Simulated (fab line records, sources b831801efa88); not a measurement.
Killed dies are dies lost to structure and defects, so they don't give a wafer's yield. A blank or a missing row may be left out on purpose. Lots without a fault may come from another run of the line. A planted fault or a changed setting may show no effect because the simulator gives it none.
fab line records | flow sky130
record lots=6 wafers=18 last_day=50
route steps=708 shown VT_ADJUST_LVTN@113 VT_ADJUST_NCORE@119 PAD_OPEN@708
lots that met no fault: from a run of the same line without faults
start_h: hours from the record's first day to the start of the lot's first wafer shown | wait_h: hours since the lot's step before | " the same as in the row above | L1.1+2: a row that stands for several wafers | - no value, or no start given | * or withheld: withheld | < > ~ a bound
route shown NAME@n: a module of which the file shows steps, and the number in the route of the first | usual: mean/standard deviation of fault-free wafers | same: alike in all rows | chamber/n: place in a boat | sites: the reading at each site | _std_site: their standard deviation | _edge_site: outer sites' mean less inner sites' | radius_mm: how far each site lies from the wafer's centre | mask NAME#n: copy n | behind: the tool/chamber that last shaped the wafer | hold: why the lot was held/for how many hours/how that ended | device: the transistor (n, p or np) that didn't switch | end of line: the same wafers' tests at the end of the route | a step without rows: its recipe alone | killed: dies lost to structure and defects at the first sort, not the wafer's yield | map: a wafer's dies, x killed, . not, _ none there
set.NAME: the setting as run; set.NAME@STEP: as run at that earlier step | model.NAME: the simulator's own value behind a step, which no gauge read
lots at some steps of the route; a table a step, a row a wafer
services: from which hour (start_h, from the record's first day; less than 0 if before it) a tool's chamber was out of use, for how many hours, and why
## steps
# step SKY_VT_ADJUST_LVTN_PEB_16
# recipe temp_c=withheld time_s=* resist=NOVOLAK
# step SKY_VT_ADJUST_LVTN_DEVELOP_17
# recipe resist=NOVOLAK developer=TMAH develop_time_s=60 dev_temp_c=23
# step SKY_VT_ADJUST_LVTN_OVL_MEAS_18
# usual VT_ADJUST_LVTN_01_OVL=-0.1/1.3
# columns lot.wafer tool chamber start_h wait_h VT_ADJUST_LVTN_01_OVL[nm]
L648.1 overlay-02 - 169.85 0.1 -0.2
L648.5 " - " " -1.5
L648.6 " - " " -1.5
L659.3 overlay-02 - 244.77 0.1 -1.7
L659.4 " - " " -1.7
L659.5 " - " " -1.5
L660.1 overlay-02 - 251.48 0.1 -0.3
L660.4 " - " " 1.1
L660.6 " - " " -0.9
L663.1 overlay-01 - 271.48 0.1 0.0
L663.2 " - " " -0.3
L663.3 " - " " 0.1
L665.1 overlay-02 - 281.55 0.1 -2.5
L665.2 " - " " -0.2
L665.3 " - " " -0.7
L670.3 overlay-01 - 316.44 0.1 -1.7
L670.4 " - " " -1.2
L670.6 " - " " -1.3
# step SKY_VT_ADJUST_LVTN_IMPLANT_19
# recipe species=B energy_kev=30 dose_cm2=6.552e+11 tilt_deg=withheld
# step SKY_VT_ADJUST_LVTN_STRIP_20
# recipe chemistry=O2/N2 power_w=1400 pressure_mtorr=1500 platen_temp_c=withheld o2_flow_sccm=3000 n2_flow_sccm=300 overash_fraction=0.5
# usual drypump_motor_current_A=5.8/0.51 n2_flow_sccm=299.9/0.95 o2_flow_sccm=3000/9.8 oes_product_au=0.716/0.0045 strip_time_to_endpoint_s=14.20/0.036
# columns lot.wafer tool chamber start_h wait_h drypump_motor_current_A n2_flow_sccm o2_flow_sccm oes_product_au rf_hours_counter_h strip_time_to_endpoint_s
L648.1 plasma_asher-02 1 170.04 0.1 6.2 298.2 3005 0.723 5 14.21
L648.5 " 1 " " 6.2 299.8 2994 0.709 - 14.24
L648.6 " 0 " " 5.0 300.0 2998 0.726 - 14.19
L659.3 plasma_asher-04 1 244.97 0.1 6.2 298.5 2997 0.716 - 14.20
L659.4 " 0 " " 6.2 300.7 3007 0.717 - 14.18
L659.5 " 0 " " 6.3 301.6 3010 0.721 - 14.20
L660.1 plasma_asher-04 1 251.67 0.1 6.2 300.4 2997 0.720 57 14.25
L660.4 " 0 " " 6.3 299.3 2996 0.708 - 14.26
L660.6 " 0 " " 6.2 298.5 2989 0.712 - 14.22
L663.1 plasma_asher-02 1 271.67 0.1 6.2 300.2 2984 0.727 14 14.25
L663.2 " 0 " " 5.0 299.8 2996 0.712 14 14.21
L663.3 " 1 " " 6.2 300.4 2991 0.713 - 14.22
L665.1 plasma_asher-02 0 281.74 0.1 5.0 300.4 2981 0.711 15 14.20
L665.2 " 1 " " 6.2 300.3 3005 0.718 15 14.19
L665.3 " 0 " " 5.0 298.4 2986 0.710 - 14.16
L670.3 plasma_asher-02 0 316.65 0.1 4.9 298.3 2998 0.716 - 14.19
L670.4 " 1 " " 6.2 300.9 3011 0.717 - 14.14
L670.6 " 0 " " 5.0 300.0 2991 0.717 - 14.17
# step SKY_VT_ADJUST_LVTN_TW_MEAS_21
# usual VT_ADJUST_LVTN_2_TW=188.1/2.4
# columns lot.wafer tool chamber start_h wait_h VT_ADJUST_LVTN_2_TW
L648.1 film_metro-04 - 170.14 0.1 189.6
L648.5 " - " " 190.7
L648.6 " - " " 190.5
L659.3 film_metro-01 - 245.06 0.1 185.5
L659.4 " - " " 185.7
L659.5 " - " " 185.1
L660.1 film_metro-02 - 251.77 0.1 186.8
L660.4 " - " " 187.1
L660.6 " - " " 185.8
L663.1 film_metro-02 - 271.77 0.1 187.5
L663.2 " - " " 187.6
L663.3 " - " " 187.9
L665.1 film_metro-04 - 281.84 0.1 190.0
L665.2 " - " " 189.8
L665.3 " - " " 190.7
L670.3 film_metro-04 - 316.73 0.1 191.0
L670.4 " - " " 191.5
L670.6 " - " " 192.2
# step SKY_VT_ADJUST_NCORE_DEHYDRATE_00
# recipe temp_c=200 time_s=60
# step SKY_VT_ADJUST_NCORE_HMDS_01
# recipe prime_time_s=60 prime_temp_c=120
# step SKY_VT_ADJUST_NCORE_COAT_02
# recipe resist=NOVOLAK spin_rpm=3000 resist_thk_nm=1140
# step SKY_VT_ADJUST_NCORE_SOFTBAKE_03
# recipe temp_c=90 time_s=60 resist=NOVOLAK
# step SKY_VT_ADJUST_NCORE_EXPOSE_04
# recipe mask_id=LVTN_COMPLEMENT_THIN na=0.6 source_shape=conventional sigma_outer=0.6 polarization=unpolarized target_cd_nm=380 dose_mj=139
# step SKY_VT_ADJUST_NCORE_PEB_05
# recipe temp_c=withheld time_s=* resist=NOVOLAK
# step SKY_VT_ADJUST_NCORE_DEVELOP_06
# recipe resist=NOVOLAK developer=TMAH develop_time_s=60 dev_temp_c=23
# usual developer_temp_C=23.01/0.11
# columns lot.wafer tool chamber start_h wait_h developer_temp_C
L648.1 litho_track-02 0 190.30 0.1 23.05
L648.5 " 0 " " 23.15
L648.6 " 0 " " 23.19
L659.3 litho_track-02 0 268.75 0.1 23.87
L659.4 " 0 " " 23.47
L659.5 " 0 " " 23.61
L660.1 litho_track-02 0 275.60 0.1 23.70
L660.4 " 0 " " 23.57
L660.6 " 0 " " 23.60
L663.1 litho_track-01 0 296.29 0.1 23.04
L663.2 " 0 " " 23.04
L663.3 " 0 " " 23.12
L665.1 litho_track-01 0 307.04 0.1 22.98
L665.2 " 0 " " 22.96
L665.3 " 0 " " 23.02
L670.3 litho_track-01 0 343.39 0.1 23.05
L670.4 " 0 " " 23.06
L670.6 " 0 " " 23.06
# step SKY_VT_ADJUST_NCORE_CD_MEAS_07
# recipe target_cd_nm=380
# usual cd_nm=380.8/2.5
# columns lot.wafer tool chamber start_h wait_h cd_nm
L648.1 cd_sem-02 - 190.45 0.1 379.5
L648.5 " - " " 380.2
L648.6 " - " " 381.4
L659.3 cd_sem-01 - 268.89 0.1 378.9
L659.4 " - " " 379.9
L659.5 " - " " 379.0
L660.1 cd_sem-02 - 275.85 0.2 378.9
L660.4 " - " " 378.4
L660.6 " - " " 379.6
L663.1 cd_sem-02 - 296.44 0.1 379.9
L663.2 " - " " 381.4
L663.3 " - " " 380.8
L665.1 cd_sem-02 - 307.19 0.1 384.7
L665.2 " - " " 382.4
L665.3 " - " " 384.0
L670.3 cd_sem-02 - 343.53 0.1 375.6
L670.4 " - " " 376.5
L670.6 " - " " 376.5
# step SKY_PAD_OPEN_PROBE_99
# usual killed_at_M0_to_M3=43/6.8 killed_at_M4_up=3.2/1.7 killed_at_contacts=24/5.6 killed_at_front_end=15/4.7 killed_at_other=0.3/0.59 killed_dies=86/10 killed_open=47/6.8 killed_short=39/6.4
# same gross_dies=492 killed_at_back_side=0
# columns lot.wafer tool chamber start_h wait_h killed_at_M0_to_M3 killed_at_M4_up killed_at_contacts killed_at_front_end killed_at_other killed_dies killed_open killed_short
L648.1 prober-01 - 1091.76 0.1 46 1 23 20 0 90 52 38
L648.5 prober-01 - 1091.96 0.2 51 3 23 20 0 97 55 42
L648.6 prober-01 - 1092.01 0.2 55 4 12 12 0 83 48 35
L660.1 prober-02 - 1178.66 0.1 55 5 25 15 0 100 62 34
L660.4 prober-02 - 1178.81 0.2 36 4 35 13 0 88 44 43
L660.6 prober-02 - 1178.91 0.2 43 5 23 18 0 89 42 46
L663.1 prober-01 - 1178.98 0.1 41 1 16 12 0 70 38 32
L663.2 prober-01 - 1179.03 0.1 30 2 19 17 0 68 32 36
L663.3 prober-01 - 1179.08 0.2 38 3 31 8 1 81 44 37
L665.1 prober-02 - 1180.56 0.1 43 2 20 16 1 82 36 45
L665.2 prober-02 - 1180.61 0.1 29 2 14 17 0 62 29 33
L665.3 prober-02 - 1180.66 0.2 39 3 31 14 0 87 44 43
# killed by level:class
L648.1 VIA1:geometric_particle:open=12 VIA2:geometric_particle:open=8 CONTACT:geometric_particle:open=7 METAL2:geometric_particle:short=7 FIELD_ISO:geometric_particle:open=5 CONTACT:geometric_particle:short=5 LOCAL_INTERCONNECT:geometric_particle:short=5 VIA3:geometric_particle:open=5
L648.5 VIA1:geometric_particle:open=16 CONTACT:geometric_particle:open=10 FIELD_ISO:geometric_particle:open=8 VIA1:geometric_particle:short=8 METAL2:geometric_particle:short=7 VIA2:geometric_particle:open=6 LOCAL_INTERCONNECT:geometric_particle:short=5 FIELD_ISO:geometric_particle:short=4
L648.6 VIA1:geometric_particle:open=13 VIA1:geometric_particle:short=8 METAL2:geometric_particle:short=8 CONTACT:geometric_particle:open=6 VIA2:geometric_particle:open=6 VIA3:geometric_particle:open=6 METAL1:geometric_particle:short=5 METAL1:geometric_particle:open=5
L660.1 VIA3:geometric_particle:open=13 VIA1:geometric_particle:open=12 LI_CONTACT:geometric_particle:open=8 METAL2:geometric_particle:short=8 CONTACT:geometric_particle:open=7 VIA2:geometric_particle:open=7 FIELD_ISO:geometric_particle:open=4 CONTACT:geometric_particle:short=4
L660.4 CONTACT:geometric_particle:open=14 METAL2:geometric_particle:short=10 LI_CONTACT:geometric_particle:open=6 CONTACT:geometric_particle:short=6 VIA1:geometric_particle:open=6 LOCAL_INTERCONNECT:geometric_particle:short=5 METAL4:geometric_particle:short=4 FIELD_ISO:geometric_particle:open=3
L660.6 VIA3:geometric_particle:open=8 VIA1:geometric_particle:open=8 CONTACT:geometric_particle:open=7 CONTACT:geometric_particle:short=7 METAL1:geometric_particle:short=5 METAL2:geometric_particle:short=5 FIELD_ISO:geometric_particle:short=4 POLY_GATE:geometric_particle:short=4
L663.1 VIA3:geometric_particle:open=9 CONTACT:geometric_particle:open=8 VIA1:geometric_particle:short=5 METAL1:geometric_particle:short=5 POLY_GATE:geometric_particle:open=4 VIA1:geometric_particle:open=4 METAL2:geometric_particle:short=4 FIELD_ISO:geometric_particle:open=3
L663.2 CONTACT:geometric_particle:open=7 CONTACT:geometric_particle:short=6 POLY_GATE:geometric_particle:short=6 FIELD_ISO:geometric_particle:short=5 VIA1:geometric_particle:open=5 FIELD_ISO:geometric_particle:open=4 VIA2:geometric_particle:open=4 VIA3:geometric_particle:open=4
L663.3 LI_CONTACT:geometric_particle:open=11 CONTACT:geometric_particle:open=10 METAL1:geometric_particle:short=6 VIA1:geometric_particle:open=6 METAL2:geometric_particle:short=6 VIA2:geometric_particle:short=5 VIA2:geometric_particle:open=5 FIELD_ISO:geometric_particle:open=4
L665.1 METAL2:geometric_particle:short=10 CONTACT:geometric_particle:open=8 VIA1:geometric_particle:open=8 VIA3:geometric_particle:open=8 FIELD_ISO:geometric_particle:short=4 POLY_GATE:geometric_particle:short=4 LI_CONTACT:geometric_particle:short=4 VIA2:geometric_particle:open=4
L665.2 VIA1:geometric_particle:open=7 METAL2:geometric_particle:short=5 FIELD_ISO:geometric_particle:short=4 LI_CONTACT:geometric_particle:open=4 METAL1:geometric_particle:short=4 POLY_GATE:geometric_particle:open=3 POLY_GATE:geometric_particle:short=3 CONTACT:geometric_particle:open=3
L665.3 CONTACT:geometric_particle:open=9 LI_CONTACT:geometric_particle:open=8 POLY_GATE:geometric_particle:short=6 LI_CONTACT:geometric_particle:short=6 VIA3:geometric_particle:open=6 VIA1:geometric_particle:short=5 VIA3:geometric_particle:short=5 LOCAL_INTERCONNECT:geometric_particle:short=4
## services
# columns tool chamber start_h hours kind
plasma_asher-02 - 174.68 13.5 repair
plasma_asher-04 - 263.98 2.8 pm
plasma_asher-04 - 269.14 4.6 repair
plasma_asher-02 - 298.69 0.9 repair
plasma_asher-02 - 336.38 7.5 repair
## key
first_sign step=SKY_VT_ADJUST_NCORE_DEVELOP_06 reading=developer_temp_C direction=up sigmas=5.5 usual=* struck=*
effect none on later readings
met_at SKY_VT_ADJUST_NCORE_DEVELOP_06
struck_wafers L659.3,L659.4,L659.5,L660.1,L660.4,L660.6
tester_left_out L659,L660
onset_between 190.30 268.75
fault kind=process_parameter_drift tool=litho_track-02 chamber=- onset_h=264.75 steps=SKY_VT_ADJUST_NCORE_DEVELOP_06 channel=dev_temp_c offset=* shape=step end_h=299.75 acts_in=* stated=*
# tester_left_out: of these lots the tester's yield and bins aren't shown, on N5 and GAA mostly nor the transistor test; their killed dies are dies lost to structure and defects alone, not to doping, threshold or leakage, so they don't give the yield
